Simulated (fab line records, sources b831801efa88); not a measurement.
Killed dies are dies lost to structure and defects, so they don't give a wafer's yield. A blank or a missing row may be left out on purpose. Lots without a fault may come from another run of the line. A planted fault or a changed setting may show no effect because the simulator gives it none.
fab line records | flow sky130
record lots=5 wafers=15 last_day=50
route steps=708 shown SD_N@350 SD_P@359 RES_XHIGH@360 SALICIDE@361 LI_CONTACT@362 PAD_OPEN@708
lots that met no fault: from a run of the same line without faults
start_h: hours from the record's first day to the start of the lot's first wafer shown | wait_h: hours since the lot's step before | " the same as in the row above | L1.1+2: a row that stands for several wafers | - no value, or no start given | * or withheld: withheld | < > ~ a bound
route shown NAME@n: a module of which the file shows steps, and the number in the route of the first | usual: mean/standard deviation of fault-free wafers | same: alike in all rows | chamber/n: place in a boat | sites: the reading at each site | _std_site: their standard deviation | _edge_site: outer sites' mean less inner sites' | radius_mm: how far each site lies from the wafer's centre | mask NAME#n: copy n | behind: the tool/chamber that last shaped the wafer | hold: why the lot was held/for how many hours/how that ended | device: the transistor (n, p or np) that didn't switch | end of line: the same wafers' tests at the end of the route | a step without rows: its recipe alone | killed: dies lost to structure and defects at the first sort, not the wafer's yield | map: a wafer's dies, x killed, . not, _ none there
set.NAME: the setting as run; set.NAME@STEP: as run at that earlier step | model.NAME: the simulator's own value behind a step, which no gauge read
lots at some steps of the route; a table a step, a row a wafer
services: from which hour (start_h, from the record's first day; less than 0 if before it) a tool's chamber was out of use, for how many hours, and why
## steps
# step SKY_SD_N_OVL_MEAS_08
# usual SD_N_OVL=-0.8/1.1
# columns lot.wafer tool chamber start_h wait_h SD_N_OVL[nm]
L584.1 overlay-01 - 701.88 0.1 -1.9
L584.4 " - " " -1.8
L584.6 " - " " -1.0
L585.1 overlay-02 - 702.04 0.1 -1.3
L585.2 " - " " -2.5
L585.5 " - " " -1.8
L590.3 overlay-02 - 731.09 0.1 0.2
L590.4 " - " " -0.5
L590.6 " - " " -0.9
L601.1 overlay-01 - 811.53 0.1 -2.4
L601.2 " - " " -2.3
L601.4 " - " " -4.0
L602.2 overlay-01 - 816.81 0.1 -0.8
L602.5 " - " " -0.5
L602.6 " - " " -0.9
# step SKY_SD_N_IMPLANT_09
# recipe species=As energy_kev=49.23 dose_cm2=4e+15 tilt_deg=0
# step SKY_SD_N_IMPLANT_10
# recipe species=P energy_kev=20 dose_cm2=1e+14 tilt_deg=0
# step SKY_SD_N_STRIP_11
# recipe chemistry=O2/N2 power_w=1400 pressure_mtorr=1500 platen_temp_c=withheld o2_flow_sccm=3000 n2_flow_sccm=300 overash_fraction=0.5
# usual drypump_motor_current_A=5.5/0.43 oes_product_au=0.528/0.0041 strip_time_to_endpoint_s=22.43/0.037
# columns lot.wafer tool chamber start_h wait_h drypump_motor_current_A oes_product_au rf_hours_counter_h strip_time_to_endpoint_s
L584.1 plasma_asher-03 0 702.21 0.1 4.9 0.519 87 22.44
L584.4 " 1 " " 5.9 0.526 - 22.44
L584.6 " 0 " " 4.9 0.530 - 22.47
L585.1 plasma_asher-04 1 702.38 0.1 4.9 0.525 99 22.40
L585.2 " 0 " " 6.0 0.529 99 22.41
L585.5 " 0 " " 6.0 0.524 - 22.38
L590.3 plasma_asher-02 0 731.45 0.1 5.7 0.521 - 22.41
L590.4 " 1 " " 5.3 0.524 - 22.40
L590.6 " 0 " " 5.7 0.531 - 22.40
L601.1 plasma_asher-03 0 811.86 0.1 4.9 0.529 98 22.52
L601.2 " 1 " " 5.9 0.533 98 22.52
L601.4 " 1 " " 5.9 0.520 - 22.50
L602.2 plasma_asher-04 0 817.14 0.1 6.0 0.518 8 22.39
L602.5 " 0 " " 6.0 0.529 - 22.40
L602.6 " 1 " " 4.9 0.529 - 22.41
# step SKY_SD_N_TW_MEAS_12
# usual SD_N_TW=3968/20
# columns lot.wafer tool chamber start_h wait_h SD_N_TW
L584.1 film_metro-03 - 702.31 0.1 3937
L584.4 " - " " 3950
L584.6 " - " " 3958
L585.1 film_metro-02 - 702.48 0.1 3965
L585.2 " - " " 3980
L585.5 " - " " 3974
L590.3 film_metro-01 - 731.53 0.1 3962
L590.4 " - " " 3998
L590.6 " - " " 3973
L601.1 film_metro-01 - 811.96 0.1 3961
L601.2 " - " " 3989
L601.4 " - " " 3977
L602.2 film_metro-02 - 817.25 0.1 3948
L602.5 " - " " 3965
L602.6 " - " " 3962
# step SKY_SD_N_CLEAN_13
# recipe chemistry=SC1/SC2 mix=1:4:20 temp_c=70 time_s=150 dry=n2_spin
# step SKY_SD_N_RTA_14
# recipe temp_c=1075 time_s=2 idle_temp_c=650 ramp_up_c_per_s=150 ramp_down_c_per_s=90 ambient=N2
# usual lamp_power_pct=15.74/0.046 wafer_temp_C_max=1077.9/1.2
# columns lot.wafer tool chamber start_h wait_h lamp_power_pct wafer_temp_C_max
L584.1 rtp_anneal-01 0 702.42 0.0 15.82 1078.4
L584.4 " 0 " " 15.78 1078.7
L584.6 " 0 " " 15.76 1075.7
L585.1 rtp_anneal-02 0 702.59 0.0 15.70 1078.5
L585.2 " 0 " " 15.77 1076.4
L585.5 " 0 " " 15.75 1076.8
L590.3 rtp_anneal-01 0 731.64 0.0 15.73 1079.0
L590.4 " 0 " " 15.71 1076.8
L590.6 " 0 " " 15.72 1078.6
L601.1 rtp_anneal-02 0 812.07 0.0 15.78 1075.2
L601.2 " 0 " " 15.72 1078.4
L601.4 " 0 " " 15.80 1077.9
L602.2 rtp_anneal-01 0 817.36 0.0 15.71 1077.3
L602.5 " 0 " " 15.70 1077.2
L602.6 " 0 " " 15.72 1077.3
# step SKY_SD_N_RS_MEAS_16
# recipe thk_meas_gauge=four-point-probe
# usual SD_N_RS=69.00/0.1
# columns lot.wafer tool chamber start_h wait_h SD_N_RS[ohm/sq]
L584.1 film_metro-01 - 702.60 0.1 69.04
L584.4 " - " " 69.20
L584.6 " - " " 69.02
L585.1 film_metro-03 - 702.76 0.1 68.99
L585.2 " - " " 68.99
L585.5 " - " " 69.02
L590.3 film_metro-03 - 731.84 0.1 68.92
L590.4 " - " " 68.90
L590.6 " - " " 68.99
L601.1 film_metro-03 - 812.25 0.1 69.03
L601.2 " - " " 69.00
L601.4 " - " " 69.08
L602.2 film_metro-02 - 817.55 0.1 68.97
L602.5 " - " " 68.96
L602.6 " - " " 69.00
# step SKY_SD_N_RS_MEAS_17
# recipe thk_meas_gauge=four-point-probe
# usual SD_P_RS=148.1/0.3
# columns lot.wafer tool chamber start_h wait_h SD_P_RS[ohm/sq]
L584.1 film_metro-01 - 702.72 0.1 148.3
L584.4 " - " " 148.8
L584.6 " - " " 148.5
L585.1 film_metro-03 - 702.88 0.1 148.0
L585.2 " - " " 148.2
L585.5 " - " " 148.2
L590.3 film_metro-03 - 731.96 0.1 147.8
L590.4 " - " " 147.8
L590.6 " - " " 147.9
L601.1 film_metro-03 - 812.37 0.1 148.2
L601.2 " - " " 148.2
L601.4 " - " " 148.0
L602.2 film_metro-02 - 817.67 0.1 148.4
L602.5 " - " " 148.3
L602.6 " - " " 148.4
# step SKY_SD_N_RS_MEAS_18
# recipe thk_meas_gauge=four-point-probe
# usual RES_XHIGH_RS=332.9/1.2
# columns lot.wafer tool chamber start_h wait_h RES_XHIGH_RS[ohm/sq]
L584.1 film_metro-01 - 702.84 0.1 332.8
L584.4 " - " " 333.5
L584.6 " - " " 335.1
L585.1 film_metro-03 - 703.00 0.1 331.3
L585.2 " - " " 330.8
L585.5 " - " " 332.5
L590.3 film_metro-03 - 732.08 0.1 335.1
L590.4 " - " " 335.5
L590.6 " - " " 334.9
L601.1 film_metro-03 - 812.49 0.1 332.1
L601.2 " - " " 331.4
L601.4 " - " " 331.5
L602.2 film_metro-02 - 817.79 0.1 332.3
L602.5 " - " " 331.5
L602.6 " - " " 331.8
# step SKY_SALICIDE_CLEAN_00
# recipe chemistry=HF-last time_s=30 dilution=100:1 dry=ipa_marangoni
# step SKY_LI_CONTACT_HDPCVD_00
# recipe material=PSG target_thk_nm=930 sigma_open_frac=0.3 time_s=155 temp_c=600 sih4_flow_sccm=60 pressure_mtorr=6
# usual run_length_s=183.2/0.59
# columns lot.wafer tool chamber start_h wait_h run_length_s model.PSG_of_LI_CONTACT_HDPCVD_00.thk_nm
L584.1 hdpcvd-02 0 702.97 0.0 184.1 933.6
L584.4 " 1 " " 183.5 929
L584.6 " 2 " " 183.3 933.7
L585.1 hdpcvd-02 1 703.14 0.0 183.4 923.3
L585.2 " 0 " " 183.9 927.4
L585.5 " 1 " " 183.4 924.7
L590.3 hdpcvd-02 1 732.17 0.0 183.5 930.3
L590.4 " 0 " " 183.2 925.9
L590.6 " 2 " " 202.1 1039
L601.1 hdpcvd-01 0 812.63 0.0 183.1 921.9
L601.2 " 1 " " 183.0 923.2
L601.4 " 0 " " 183.4 920.8
L602.2 hdpcvd-02 2 817.90 0.0 183.5 923.2
L602.5 " 0 " " 183.3 926.6
L602.6 " 1 " " 183.6 924
# step SKY_LI_CONTACT_THK_MEAS_01
# recipe reads=PSG_of_LI_CONTACT_HDPCVD_00
# usual LI_CONTACT_HDPCVD_THK=930/7.7
# columns lot.wafer tool chamber start_h wait_h LI_CONTACT_HDPCVD_THK[nm]
L584.1 film_metro-01 - 703.08 0.1 933
L584.4 " - " " 929
L584.6 " - " " 934
L585.1 film_metro-01 - 703.24 0.1 923
L585.2 " - " " 927
L585.5 " - " " 924
L590.3 film_metro-01 - 732.30 0.1 930
L590.4 " - " " 926
L590.6 " - " " 1038
L601.1 film_metro-02 - 812.73 0.1 922
L601.2 " - " " 923
L601.4 " - " " 922
L602.2 film_metro-02 - 818.01 0.1 923
L602.5 " - " " 926
L602.6 " - " " 924
# step SKY_LI_CONTACT_CMP_02
# recipe material=PSG down_force_psi=4 platen_rpm=60 pad_velocity_m_s=0.94248
# usual motor_current_A=12.0/0.88 time_to_endpoint_s=32.3/2.3
# columns lot.wafer tool chamber start_h wait_h motor_current_A time_to_endpoint_s
L584.1 cmp-02 0 703.19 0.1 11.6 35.6
L584.4 " 2 " " 11.5 32.8
L584.6 " 0 " " 12.1 36.2
L585.1 cmp-02 3 703.44 0.2 12.6 33.6
L585.2 " 1 " " 14.2 34.2
L585.5 " 0 " " 11.7 35.5
L590.4 cmp-02 0 732.34 0.0 11.4 31.6
L590.3 " 3 " " 12.5 31.5
L590.6 " 0 " " 11.6 43.2
L601.1 cmp-01 0 812.79 0.1 12.0 27.2
L601.4 " 2 " " 10.7 30.3
L601.2 " 3 " " 11.2 30.8
L602.2 cmp-01 0 818.21 0.2 12.4 30.6
L602.5 " 1 " " 11.1 31.4
L602.6 " 2 " " 10.6 30.2
# step SKY_LI_CONTACT_BOW_MEAS_03
# recipe mode=bow
# usual LI_CONTACT_BOW=56/7
# columns lot.wafer tool chamber start_h wait_h LI_CONTACT_BOW[um]
L584.1 film_metro-01 - 703.44 0.2 56
L584.4 " - " " 56
L584.6 " - " " 59
L585.1 film_metro-02 - 703.74 0.2 61
L585.2 " - " " 58
L585.5 " - " " 58
L590.3 film_metro-02 - 732.68 0.1 54
L590.4 " - " " 66
L590.6 " - " " 51
L601.1 film_metro-03 - 813.09 0.2 52
L601.2 " - " " 58
L601.4 " - " " 42
L602.2 film_metro-01 - 818.38 0.1 51
L602.5 " - " " 53
L602.6 " - " " 47
# step SKY_PAD_OPEN_PROBE_99
# usual killed_at_M0_to_M3=44/6.8 killed_at_M4_up=3.1/1.9 killed_at_contacts=25/5.9 killed_at_front_end=15/4.3 killed_at_other=0.2/0.51 killed_dies=87/11 killed_open=47/7.9 killed_short=39/6.4
# same gross_dies=492 killed_at_back_side=0
# columns lot.wafer tool chamber start_h wait_h killed_at_M0_to_M3 killed_at_M4_up killed_at_contacts killed_at_front_end killed_at_other killed_dies killed_open killed_short
L584.1 prober-01 - 1117.60 0.1 49 3 31 16 0 99 51 48
L584.4 prober-01 - 1117.75 0.2 44 1 17 17 0 79 44 35
L584.6 prober-01 - 1117.85 0.2 48 8 27 15 0 98 50 48
L585.1 prober-01 - 1121.27 0.1 46 4 15 15 0 80 43 37
L585.2 prober-01 - 1121.32 0.1 37 2 21 16 0 76 42 34
L585.5 prober-01 - 1121.47 0.2 55 3 29 9 0 96 58 38
L601.1 prober-02 - 1187.77 0.1 49 6 17 24 0 96 49 47
L601.2 prober-02 - 1187.82 0.1 46 6 25 11 0 88 51 37
L601.4 prober-02 - 1187.92 0.2 48 1 38 19 0 106 67 39
# killed by level:class
L584.1 METAL2:geometric_particle:short=12 CONTACT:geometric_particle:open=10 POLY_GATE:geometric_particle:open=8 VIA2:geometric_particle:open=7 LOCAL_INTERCONNECT:geometric_particle:short=6 CONTACT:geometric_particle:short=6 LI_CONTACT:geometric_particle:open=5 VIA1:geometric_particle:open=5
L584.4 VIA3:geometric_particle:open=11 VIA1:geometric_particle:open=8 VIA2:geometric_particle:open=8 CONTACT:geometric_particle:open=5 FIELD_ISO:geometric_particle:short=4 POLY_CUT:geometric_particle:short=4 LI_CONTACT:geometric_particle:open=4 METAL1:geometric_particle:short=4
L584.6 VIA2:geometric_particle:open=13 CONTACT:geometric_particle:open=10 VIA1:geometric_particle:open=9 METAL4:geometric_particle:short=8 LI_CONTACT:geometric_particle:open=6 CONTACT:geometric_particle:short=6 VIA3:geometric_particle:open=6 VIA1:geometric_particle:short=5
L585.1 VIA2:geometric_particle:open=9 VIA1:geometric_particle:short=8 CONTACT:geometric_particle:open=6 VIA1:geometric_particle:open=6 VIA3:geometric_particle:open=6 VIA3:geometric_particle:short=5 VIA2:geometric_particle:short=4 METAL2:geometric_particle:short=4
L585.2 CONTACT:geometric_particle:short=8 VIA3:geometric_particle:open=8 LI_CONTACT:geometric_particle:open=7 VIA2:geometric_particle:open=7 METAL2:geometric_particle:short=6 CONTACT:geometric_particle:open=6 VIA1:geometric_particle:open=5 FIELD_ISO:geometric_particle:short=4
L585.5 VIA1:geometric_particle:open=17 CONTACT:geometric_particle:open=10 METAL2:geometric_particle:short=9 VIA2:geometric_particle:open=7 METAL1:geometric_particle:short=7 FIELD_ISO:geometric_particle:open=6 LI_CONTACT:geometric_particle:open=6 CONTACT:geometric_particle:short=6
L601.1 METAL2:geometric_particle:short=13 VIA1:geometric_particle:open=11 FIELD_ISO:geometric_particle:short=9 CONTACT:geometric_particle:open=8 VIA2:geometric_particle:open=6 VIA3:geometric_particle:open=6 METAL4:geometric_particle:short=6 CONTACT:geometric_particle:short=4
L601.2 VIA1:geometric_particle:open=15 CONTACT:geometric_particle:open=13 METAL2:geometric_particle:short=8 LI_CONTACT:geometric_particle:open=6 VIA2:geometric_particle:open=6 METAL1:geometric_particle:short=5 POLY_GATE:geometric_particle:short=4 METAL4:geometric_particle:short=4
L601.4 CONTACT:geometric_particle:open=17 VIA1:geometric_particle:open=14 FIELD_ISO:geometric_particle:open=9 VIA1:geometric_particle:short=8 METAL2:geometric_particle:short=8 LI_CONTACT:geometric_particle:open=7 CONTACT:geometric_particle:short=6 VIA3:geometric_particle:open=5
## services
# columns tool chamber start_h hours kind
cmp-01 - 684.78 0.5 repair
cmp-02 - 706.80 4.2 repair
cmp-01 - 723.94 0.3 repair
plasma_asher-04 - 733.75 9.0 pm
plasma_asher-04 0 733.75 9.0 vent_cycle
plasma_asher-04 1 733.75 9.0 vent_cycle
plasma_asher-04 0 742.75 - clean
plasma_asher-04 1 742.75 - clean
cmp-02 - 744.03 4.0 pm
cmp-02 - 748.03 - consumable_replace:conditioner
cmp-02 - 748.03 - consumable_replace:pad
hdpcvd-02 - 769.71 1.1 repair
plasma_asher-03 - 777.19 2.8 pm
hdpcvd-01 1 791.57 4.0 repair
hdpcvd-01 - 815.64 1.7 repair
## key
first_sign step=SKY_LI_CONTACT_HDPCVD_00 reading=run_length_s direction=up sigmas=32 usual=* struck=*
effect step=SKY_LI_CONTACT_THK_MEAS_01 reading=LI_CONTACT_HDPCVD_THK direction=up sigmas=14 usual=930 struck=1038
effect step=SKY_LI_CONTACT_CMP_02 reading=time_to_endpoint_s direction=up sigmas=4.8 usual=* struck=*
model_effect step=SKY_LI_CONTACT_HDPCVD_00 value=PSG_of_LI_CONTACT_HDPCVD_00.thk_nm without=927.4 struck=1039
met_at SKY_LI_CONTACT_HDPCVD_00
struck_wafers L590.6
tester_left_out L590
onset_between 702.97 732.17
fault kind=process_parameter_drift tool=hdpcvd-02 chamber=2 onset_h=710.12 steps=SKY_LI_CONTACT_HDPCVD_00 channel=time_s offset=* shape=step end_h=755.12 acts_in=* stated=*
# tester_left_out: of these lots the tester's yield and bins aren't shown, on N5 and GAA mostly nor the transistor test; their killed dies are dies lost to structure and defects alone, not to doping, threshold or leakage, so they don't give the yield
